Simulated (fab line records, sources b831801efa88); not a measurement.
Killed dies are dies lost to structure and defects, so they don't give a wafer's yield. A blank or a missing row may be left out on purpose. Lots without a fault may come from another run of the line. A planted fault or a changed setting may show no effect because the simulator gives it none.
fab line records | flow gf180mcu
record lots=14 wafers=42 last_day=34
route steps=602 shown SALICIDE@279 CONTACT@290
lots that met no fault: from a run of the same line without faults
start_h: hours from the record's first day to the start of the lot's first wafer shown | wait_h: hours since the lot's step before | " the same as in the row above | L1.1+2: a row that stands for several wafers | - no value, or no start given | * or withheld: withheld | < > ~ a bound
route shown NAME@n: a module of which the file shows steps, and the number in the route of the first | usual: mean/standard deviation of fault-free wafers | same: alike in all rows | chamber/n: place in a boat | sites: the reading at each site | _std_site: their standard deviation | _edge_site: outer sites' mean less inner sites' | radius_mm: how far each site lies from the wafer's centre | mask NAME#n: copy n | behind: the tool/chamber that last shaped the wafer | hold: why the lot was held/for how many hours/how that ended | device: the transistor (n, p or np) that didn't switch | end of line: the same wafers' tests at the end of the route | a step without rows: its recipe alone | killed: dies lost to structure and defects at the first sort, not the wafer's yield | map: a wafer's dies, x killed, . not, _ none there
set.NAME: the setting as run; set.NAME@STEP: as run at that earlier step | model.NAME: the simulator's own value behind a step, which no gauge read
steps of the route over a sample of lots; a table a step, a row a wafer
services: from which hour (start_h, from the record's first day; less than 0 if before it) a tool's chamber was out of use, for how many hours, and why
## steps
# step GF_SALICIDE_WET_ETCH_01
# recipe chemistry=dHF target_depth_nm=5 dry=ipa_marangoni target=SiO2 temp_c=25 dilution=100:1 time_s=100
# usual bath_heat_duty_pct=6.1/0.76 run_length_s=128/3.7 temp_c=25.00/0.12
# columns lot.wafer tool chamber start_h wait_h bath_heat_duty_pct run_length_s temp_c
L483.3 wet_bench-04 2 366.19 0.0 5.4 126 25.06
L483.5 " 2 " " 6.5 126 25.03
L483.6 " 2 " " 6.4 126 24.95
L485.1 wet_bench-04 1 384.04 0.0 5.9 132 25.17
L485.3 " 1 " " 6.4 132 25.25
L485.6 " 1 " " 6.7 132 25.14
L486.3 wet_bench-01 3 388.70 0.0 5.5 135 24.93
L486.4 " 3 " " 6.0 135 25.04
L486.6 " 3 " " 5.1 135 25.06
L488.1 wet_bench-04 1 405.24 0.0 5.9 124 25.12
L488.4 " 1 " " 6.3 124 25.27
L488.6 " 1 " " 7.1 124 25.14
L489.3 wet_bench-04 2 419.90 0.0 6.2 135 25.07
L489.4 " 2 " " 6.1 135 25.03
L489.5 " 2 " " 5.4 135 25.16
L490.1 wet_bench-03 0 426.80 0.0 5.1 126 25.03
L490.2 " 0 " " 5.4 126 25.14
L490.5 " 0 " " 5.5 126 25.01
L492.1 wet_bench-04 1 446.04 0.0 6.6 123 24.91
L492.2 " 1 " " 6.8 123 25.04
L492.4 " 1 " " 6.0 123 25.04
L493.3 wet_bench-01 1 451.99 0.0 6.2 125 24.85
L493.4 " 1 " " 6.3 125 24.86
L493.6 " 1 " " 6.1 125 24.83
L496.3 wet_bench-01 0 475.84 0.0 - - -
L496.4 " 0 " " - - -
L496.6 " 0 " " - - -
L497.2 wet_bench-03 0 485.75 0.0 - - -
L497.4 " 0 " " - - -
L497.6 " 0 " " - - -
L500.1 wet_bench-01 0 513.24 0.0 6.6 127 24.78
L500.3 " 0 " " 6.4 127 24.87
L500.6 " 0 " " 6.3 127 24.88
L501.1 wet_bench-01 2 520.34 0.0 6.7 124 24.98
L501.2 " 2 " " 7.8 124 24.81
L501.3 " 2 " " 7.6 124 24.91
L502.3 wet_bench-03 0 525.18 0.0 5.3 134 25.01
L502.5 " 0 " " 5.3 134 25.13
L502.6 " 0 " " 5.8 134 24.73
L503.1 wet_bench-03 3 540.69 0.0 5.0 134 24.84
L503.2 " 3 " " 5.1 134 24.89
L503.4 " 3 " " 5.7 134 25.09
# step GF_SALICIDE_SPUTTER_02
# recipe material=Co target_thk_nm=10 power_w=1000 time_s=20 chamber_pressure_pa=0.4
# usual throttle_valve_pct=30.1/0.99
# columns lot.wafer tool chamber start_h wait_h throttle_valve_pct
L483.3 pvd_sputter-03 - 366.23 0.0 29.5
L483.5 " - " " 29.3
L483.6 " - " " 31.1
L485.1 pvd_sputter-02 - 384.08 0.0 30.3
L485.3 " - " " 30.3
L485.6 " - " " 30.3
L486.3 pvd_sputter-01 - 388.74 0.0 29.9
L486.4 " - " " 31.6
L486.6 " - " " 30.0
L488.1 pvd_sputter-02 - 405.28 0.0 30.4
L488.4 " - " " 30.3
L488.6 " - " " 30.5
L489.3 pvd_sputter-01 - 419.94 0.0 29.8
L489.4 " - " " 30.5
L489.5 " - " " 29.7
L490.1 pvd_sputter-03 - 426.84 0.0 30.3
L490.2 " - " " 27.5
L490.5 " - " " 31.0
L492.1 pvd_sputter-01 - 446.08 0.0 29.7
L492.2 " - " " 29.7
L492.4 " - " " 31.5
L493.3 pvd_sputter-01 - 452.03 0.0 29.8
L493.4 " - " " 31.6
L493.6 " - " " 30.4
L496.3 pvd_sputter-03 - 475.88 0.0 31.4
L496.4 " - " " 29.5
L496.6 " - " " 27.5
L497.2 pvd_sputter-01 - 485.78 0.0 30.4
L497.4 " - " " 31.5
L497.6 " - " " 30.7
L500.1 pvd_sputter-03 - 513.28 0.0 29.4
L500.3 " - " " 31.1
L500.6 " - " " 29.3
L501.1 pvd_sputter-03 - 520.38 0.0 31.1
L501.2 " - " " 30.3
L501.3 " - " " 29.1
L502.3 pvd_sputter-02 - 525.23 0.0 28.9
L502.5 " - " " 29.0
L502.6 " - " " 30.4
L503.1 pvd_sputter-03 - 540.73 0.0 27.6
L503.2 " - " " 31.1
L503.4 " - " " 30.5
# step GF_SALICIDE_RTA_06
# recipe temp_c=530 time_s=30 ambient=N2
# usual lamp_power_pct=6.2/0.65 wafer_temp_C_max=533.5/0.98
# columns lot.wafer tool chamber start_h wait_h lamp_power_pct wafer_temp_C_max
L483.3 rtp_anneal-01 0 366.53 0.1 6.8 533.4
L483.5 " 0 " " 6.8 533.4
L483.6 " 0 " " 6.8 534.3
L485.1 rtp_anneal-01 0 384.32 0.1 6.8 534.5
L485.3 " 0 " " 6.8 536.2
L485.6 " 0 " " 6.8 534.5
L486.3 rtp_anneal-02 0 389.00 0.1 5.5 532.8
L486.4 " 0 " " 5.5 532.3
L486.6 " 0 " " 5.5 533.3
L488.1 rtp_anneal-02 0 405.51 0.1 5.5 532.7
L488.4 " 0 " " 5.5 532.8
L488.6 " 0 " " 5.5 533.1
L489.3 rtp_anneal-01 0 420.21 0.1 6.8 534.9
L489.4 " 0 " " 6.8 532.6
L489.5 " 0 " " 6.8 533.7
L490.1 rtp_anneal-02 0 427.07 0.1 5.5 532.5
L490.2 " 0 " " 5.5 533.2
L490.5 " 0 " " 5.5 533.3
L492.1 rtp_anneal-02 0 446.33 0.1 5.5 532.3
L492.2 " 0 " " 5.5 531.8
L492.4 " 0 " " 5.5 533.1
L493.3 rtp_anneal-02 0 452.29 0.1 5.5 533.1
L493.4 " 0 " " 5.5 532.8
L493.6 " 0 " " 5.5 532.5
L496.3 rtp_anneal-02 0 476.15 0.1 5.5 532.6
L496.4 " 0 " " 5.5 532.7
L496.6 " 0 " " 5.5 532.6
L497.2 rtp_anneal-01 0 486.03 0.1 6.8 534.7
L497.4 " 0 " " 6.8 534.5
L497.6 " 0 " " 6.8 533.7
L500.1 rtp_anneal-01 0 513.51 0.1 6.8 534.3
L500.3 " 0 " " 6.8 533.1
L500.6 " 0 " " 6.8 534.2
L501.1 rtp_anneal-01 0 520.61 0.1 6.8 534.1
L501.2 " 0 " " 6.8 533.4
L501.3 " 0 " " 6.8 533.4
L502.3 rtp_anneal-02 0 525.50 0.1 5.5 533.1
L502.5 " 0 " " 5.5 533.5
L502.6 " 0 " " 5.5 533.3
L503.1 rtp_anneal-02 0 540.96 0.1 5.5 532.6
L503.2 " 0 " " 5.5 532.6
L503.4 " 0 " " 5.5 532.4
# step GF_CONTACT_THK_MEAS_03
# recipe reads=SiO2_of_CONTACT_CVD_02
# usual CONTACT_CVD_02_THK=863/13
# columns lot.wafer tool chamber start_h wait_h CONTACT_CVD_02_THK[nm]
L483.3 film_metro-01 - 367.05 0.1 854
L483.5 " - " " 871
L483.6 " - " " 869
L485.1 film_metro-04 - 384.79 0.0 845
L485.3 " - " " 842
L485.6 " - " " 863
L486.3 film_metro-02 - 389.46 0.1 847
L486.4 " - " " 871
L486.6 " - " " 863
L488.1 film_metro-02 - 405.98 0.0 849
L488.4 " - " " 852
L488.6 " - " " 851
L489.3 film_metro-02 - 420.72 0.1 867
L489.4 " - " " 872
L489.5 " - " " 882
L490.1 film_metro-04 - 427.54 0.0 849
L490.2 " - " " 850
L490.5 " - " " 869
L492.1 film_metro-01 - 446.79 0.0 846
L492.2 " - " " 852
L492.4 " - " " 851
L493.3 film_metro-04 - 452.75 0.1 838
L493.4 " - " " 872
L493.6 " - " " 865
L500.1 film_metro-01 - 514.11 0.1 867
L500.3 " - " " 858
L500.6 " - " " 869
L501.1 film_metro-02 - 521.11 0.1 828
L501.2 " - " " 869
L501.3 " - " " 846
L502.3 film_metro-04 - 525.95 0.1 858
L502.5 " - " " 876
L502.6 " - " " 868
L503.1 film_metro-02 - 541.43 0.0 851
L503.2 " - " " 859
L503.4 " - " " 877
## services
# columns tool chamber start_h hours kind
pvd_sputter-03 - 377.65 1.3 repair
pvd_sputter-02 - 392.03 1.1 repair
pvd_sputter-01 0 397.69 - consumable_replace:kit
pvd_sputter-01 0 397.69 18.0 scheduled_down
pvd_sputter-01 0 397.69 18.0 vent_cycle
pvd_sputter-03 - 407.63 1.7 repair
rtp_anneal-01 - 410.60 4.0 pm
pvd_sputter-03 - 416.15 4.9 repair
pvd_sputter-03 - 435.35 4.9 repair
pvd_sputter-03 - 442.12 2.2 repair
pvd_sputter-03 1 455.98 - consumable_replace:kit
pvd_sputter-03 1 455.98 18.0 scheduled_down
pvd_sputter-03 1 455.98 18.0 vent_cycle
pvd_sputter-02 0 461.77 - consumable_replace:kit
pvd_sputter-02 0 461.77 18.0 scheduled_down
pvd_sputter-02 0 461.77 18.0 vent_cycle
pvd_sputter-03 - 482.17 15.0 repair
pvd_sputter-03 - 508.37 3.8 repair
rtp_anneal-02 - 537.17 0.9 pm
## key
first_sign step=GF_SALICIDE_WET_ETCH_01 reading=tool_record direction=missing
more_kills_born_at GF_SALICIDE_WET_ETCH_01@wet_bench-03=1315
met_at GF_SALICIDE_WET_ETCH_01
struck_lots L496,L497
later_rows_left_out L496.3,L496.4,L496.6,L497.2,L497.4,L497.6
sort_left_out L496.3,L496.4,L496.6
tester_left_out L496,L497
not_acting_at GF_SALICIDE_SPUTTER_02,GF_SALICIDE_RTA_06,GF_CONTACT_THK_MEAS_03
onset_between 451.99 475.84
fault kind=skipped_step_whole tool=wet_bench-01,wet_bench-03 chamber=- onset_h=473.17 steps=GF_SALICIDE_WET_ETCH_01 scope=struck_lots_only
# tester_left_out: of these lots the tester's yield and bins aren't shown, on N5 and GAA mostly nor the transistor test; their killed dies are dies lost to structure and defects alone, not to doping, threshold or leakage, so they don't give the yield
# sort_left_out: the simulated sort isn't trusted on such a fault, so these wafers' sort isn't shown, and their yield isn't known
# later_rows_left_out: the simulator's readings of these wafers behind a module that went badly wrong aren't trusted and aren't shown, but for the sort
